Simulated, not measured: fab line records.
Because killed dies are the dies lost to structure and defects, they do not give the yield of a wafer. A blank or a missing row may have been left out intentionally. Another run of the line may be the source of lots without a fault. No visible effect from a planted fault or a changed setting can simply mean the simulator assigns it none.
Which tool did it? | flow gf180mcu | 11 lots with 33 wafers sampled at 7 steps, on a route of 602 steps

WHAT EACH GAUGE READ, for each wafer
GF_M5_CD_MEAS_07: target cd 280 nm.
lot  | measured     | on       | cdNm (nm)
L520 | day 27 00:23 | cdSem-02 | 279.1 279.4 278.1
L521 | day 27 07:23 | cdSem-02 | 279.1 279.3 278.1
L522 | day 28 00:08 | cdSem-02 | 278.7 278.6 278.8
L523 | day 28 11:14 | cdSem-02 | 278.5 278.0 278.2
L526 | day 29 07:25 | cdSem-01 | 277.5 278.2 276.7
L535 | day 31 12:13 | cdSem-02 | 278.7 279.1 279.7
L536 | day 31 16:01 | cdSem-02 | 282.4 282.1 280.8
L537 | day 31 23:50 | cdSem-01 | 279.7 280.0 279.6
L538 | day 32 03:58 | cdSem-01 | 281.8 281.1 281.1
L539 | day 32 10:50 | cdSem-01 | 282.4 279.5 279.9
L540 | day 32 15:49 | cdSem-01 | 280.6 279.2 279.3

GF_V5_RS_MEAS_24: a four-point-probe measurement.
lot  | measured     | on           | V5_W_RS (ohm/sq)
L520 | day 27 22:35 | filmMetro-02 | 0.323 0.322 0.329
L521 | day 28 06:11 | filmMetro-03 | 0.329 0.323 0.327
L522 | day 28 21:30 | filmMetro-03 | 0.179 0.328 0.328
L523 | day 29 09:25 | filmMetro-03 | 0.179 0.329 0.324
L526 | day 30 04:44 | filmMetro-03 | 0.335 0.341 0.338
L535 | day 32 08:04 | filmMetro-03 | 0.326 0.320 0.326
L536 | day 32 11:35 | filmMetro-02 | 0.322 0.326 0.326
L537 | day 32 18:38 | filmMetro-03 | 0.333 0.328 0.324
L538 | day 32 22:59 | filmMetro-02 | 0.328 0.319 0.328
L539 | day 33 05:46 | filmMetro-02 | 0.330 0.331 0.330
L540 | day 33 10:30 | filmMetro-02 | 0.325 0.323 0.324

GF_V5_THK_MEAS_25: measures by xrf.
lot  | measured     | on           | V5_W_THK (nm)
L520 | day 27 22:40 | filmMetro-02 | 367 365 355
L521 | day 28 06:19 | filmMetro-03 | 353 359 354
L522 | day 28 21:37 | filmMetro-03 | - 354 354
L523 | day 29 09:32 | filmMetro-03 | - 353 359
L526 | day 30 04:50 | filmMetro-03 | 350 344 345
L535 | day 32 08:10 | filmMetro-03 | 362 369 361
L536 | day 32 11:41 | filmMetro-02 | 361 357 357
L537 | day 32 18:45 | filmMetro-03 | 352 356 362
L538 | day 32 23:06 | filmMetro-02 | 355 365 356
L539 | day 33 05:53 | filmMetro-02 | 352 351 350
L540 | day 33 10:37 | filmMetro-02 | 357 358 356

GF_TOP_METAL_CD_MEAS_14: target cd 440 nm.
lot  | measured     | on       | cdNm (nm)
L520 | day 28 19:02 | cdSem-01 | 441.4 444.5 442.6
L521 | day 29 02:05 | cdSem-02 | 442.2 442.1 441.6
L522 | day 29 16:47 | cdSem-02 | 440.3 441.8 439.5
L523 | day 30 05:13 | cdSem-01 | 445.9 444.2 443.9
L526 | day 30 23:55 | cdSem-02 | 439.0 437.0 438.1
L535 | day 33 00:26 | cdSem-01 | 437.6 437.2 434.4
L536 | day 33 04:16 | cdSem-02 | 443.1 444.6 445.8
L537 | day 33 11:13 | cdSem-01 | 438.5 439.3 438.7
L538 | day 33 15:16 | cdSem-02 | 437.0 438.3 436.6
L539 | day 33 21:55 | cdSem-02 | 439.9 442.5 438.5
L540 | day 34 02:22 | cdSem-02 | 439.4 439.9 439.3

WHAT TOOL EACH LOT RAN ON (gives the tool, then ch and the chambers of the sampled wafers, and finally the start)
lot  | GF_V5_CVD_23                 | GF_V5_CMP_26                  | GF_TOP_METAL_SPUTTER_03
L520 | cvdW-01 ch 0,1, day 27 22:27 | cmp-01 ch 1,2,3, day 27 22:48 | pvdSputter-04, day 27 23:11
L521 | cvdW-02 ch 0,1, day 28 06:04 | cmp-01 ch 0,1, day 28 06:22   | pvdSputter-04, day 28 06:50
L522 | cvdW-01 ch 0,1, day 28 21:23 | cmp-01 ch 2,3, day 28 21:41   | pvdSputter-04, day 28 22:10
L523 | cvdW-01 ch 0,1, day 29 09:19 | cmp-01 ch 0,1,3, day 29 09:36 | pvdSputter-02, day 29 10:04
L526 | cvdW-02 ch 1, day 30 04:33   | cmp-02 ch 1,2,3, day 30 04:59 | pvdSputter-04, day 30 05:21
L535 | cvdW-01 ch 0,1, day 32 07:56 | cmp-01 ch 0,1,2, day 32 08:17 | pvdSputter-02, day 32 08:43
L536 | cvdW-01 ch 0,1, day 32 11:29 | cmp-01 ch 0,3, day 32 11:58   | pvdSputter-01, day 32 12:26
L537 | cvdW-01 ch 0,1, day 32 18:31 | cmp-01 ch 0,2,3, day 32 18:53 | pvdSputter-01, day 32 19:22
L538 | cvdW-01 ch 0,1, day 32 22:52 | cmp-01 ch 0,2,3, day 32 23:10 | pvdSputter-01, day 32 23:38
L539 | cvdW-02 ch 1, day 33 05:33   | cmp-02 ch 2,3, day 33 05:57   | pvdSputter-01, day 33 06:26
L540 | cvdW-01 ch 1, day 33 10:22   | cmp-01 ch 0,1,2, day 33 10:46 | pvdSputter-02, day 33 11:08
- GF_V5_CVD_23: deposits W, target thk 350 nm, time 104.9 s.
- GF_V5_CMP_26: polishes, stops on SiO2, t overpolish 15 s, target thk 0 nm.
- GF_TOP_METAL_SPUTTER_03: material Ti, target thk 5 nm, time 3.3 s.

AS READ BY THE TOOLS THEMSELVES (means over the sampled wafers that have a number; for cases with no such wafer, the mark the record gives instead)
GF_V5_CVD_23.
lot  | tool    | heaterPowerW (W)
L520 | cvdW-01 | 870
L521 | cvdW-02 | 851
L522 | cvdW-01 | 839
L523 | cvdW-01 | 835
L526 | cvdW-02 | 838
L535 | cvdW-01 | 838
L536 | cvdW-01 | 844
L537 | cvdW-01 | 830
L538 | cvdW-01 | 839
L539 | cvdW-02 | 843
L540 | cvdW-01 | 884

GF_V5_CMP_26.
lot  | tool   | motorCurrentA (A) | timeToEndpointS (s)
L520 | cmp-01 | 11.8              | 85
L521 | cmp-01 | 11.3              | 86
L522 | cmp-01 | 12.1              | 110
L523 | cmp-01 | 11.4              | 113
L526 | cmp-02 | 11.7              | 83
L535 | cmp-01 | 10.6              | 89
L536 | cmp-01 | 12.0              | 88
L537 | cmp-01 | 11.5              | 83
L538 | cmp-01 | 11.0              | 85
L539 | cmp-02 | 11.3              | 86
L540 | cmp-01 | 11.0              | 86

GF_TOP_METAL_SPUTTER_03.
lot  | tool          | chamberPressurePa (Pa) | substrateTempC (C) | throttleValvePct (%)
L520 | pvdSputter-04 | 0.2991                 | 300.19             | 30.2
L521 | pvdSputter-04 | 0.2996                 | 299.99             | 30.2
L522 | pvdSputter-04 | 0.3002                 | 300.03             | 30.2
L523 | pvdSputter-02 | 0.3001                 | 300.17             | 28.9
L526 | pvdSputter-04 | 0.3001                 | 299.99             | 30.2
L535 | pvdSputter-02 | 0.3001                 | 300.06             | 28.7
L536 | pvdSputter-01 | 0.3008                 | 299.85             | 29.6
L537 | pvdSputter-01 | 0.3004                 | 299.98             | 28.9
L538 | pvdSputter-01 | 0.2997                 | 299.93             | 28.6
L539 | pvdSputter-01 | 0.3002                 | 300.03             | 29.0
L540 | pvdSputter-02 | 0.3003                 | 300.19             | 28.1

THE ANSWER, worked out from the rows above alone
Rule: what is usual is taken from the lots themselves. Put in order of their means at a reading, lots are off if they are a third of the lots or fewer, leave a main group of 4 or more, and stand apart from it by a gap of 3 or more times the standard deviation of the main group's means; of several such gaps the widest counts. If all means in a main group match to the digits the tables above print for the reading, that group is not used. Also off: a lot with no number at a reading for which 4 or more lots have one. Any other lot the step has rows for is counted as sound. First the gauges in route order, then the tools' own readings, where a lot's mean is used as printed above. The first step at which some lot is off is used, and at that step the reading that is off furthest; a lot without a number counts as furthest.
Off: at GF_V5_RS_MEAS_24 (V5_W_RS), L522, L523. The main group: mean 0.327 ohm/sq, standard deviation 0.0043.
If a tool, at a process step before that reading, ran all the lots that are off and no sound lot after the first of them, it fits. The gauges at GF_V5_RS_MEAS_24 aren't tried: what is off there is off at GF_V5_CMP_26 too, on other tools, and a gauge's error can't cause that. Not one of the candidates tried fits.

WHAT THE SIMULATOR HAD INSERTED
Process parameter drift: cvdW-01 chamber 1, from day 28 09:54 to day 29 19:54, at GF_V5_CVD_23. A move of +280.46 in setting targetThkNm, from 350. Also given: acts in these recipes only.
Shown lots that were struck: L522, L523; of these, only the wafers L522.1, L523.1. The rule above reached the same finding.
